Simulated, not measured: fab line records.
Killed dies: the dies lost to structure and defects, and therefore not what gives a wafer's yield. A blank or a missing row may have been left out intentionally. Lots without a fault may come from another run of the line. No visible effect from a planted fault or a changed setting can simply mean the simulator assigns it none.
Matching of chambers    flow sky130    SKY_VIA1_ETCH_14 on rie_diel-02: 4 sister chambers
The step etches BARC in N2/H2, stops on SiO2, time 45.9 s, target depth 60 nm. 4 wafers are shown with their chamber, then 11 later ones without.

WAFERS WITH THEIR CHAMBER
wafer   chamber  drypump_motor_current_A (A)
L085.2  2        5.3
L085.5  1        6.4
L085.6  0        5.0
L088.2  3        6.3

WAFERS WHOSE CHAMBER IS MISSING
wafer   drypump_motor_current_A (A)
L088.3  6.4
L088.4  5.0
L090.3  5.3
L090.5  5.3
L090.6  6.4
L094.1  6.3
L094.2  5.4
L094.3  6.4
L094.4  5.0
L094.5  6.4
L094.6  5.0

WHICH CHAMBER EACH WENT THROUGH
wafer   from the rows above  in truth
L088.3  1                    1
L088.4  0                    0
L090.3  2                    2
L090.5  2                    2
L090.6  1                    1
L094.1  3                    3
L094.2  2                    2
L094.3  1                    1
L094.4  0                    0
L094.5  1                    1
L094.6  0                    0
Correctly placed: 11 of 11. Not placeable from these rows: 0. Wrongly placed: 0.
How it was worked out, from the rows above alone: a wafer's distance from a chamber is the root of the sum, over the readings, of the square of ((its reading less the chamber's mean) divided by the reading's scatter). The wafer belongs to the nearest chamber; if the next one is less than 2 further off, it can't be placed. The mean given for a chamber averages the wafers shown for that chamber. The scatter (one wafer shown for each chamber): square how far every hidden wafer sits from the nearest shown wafer, average those squares and take the square root.
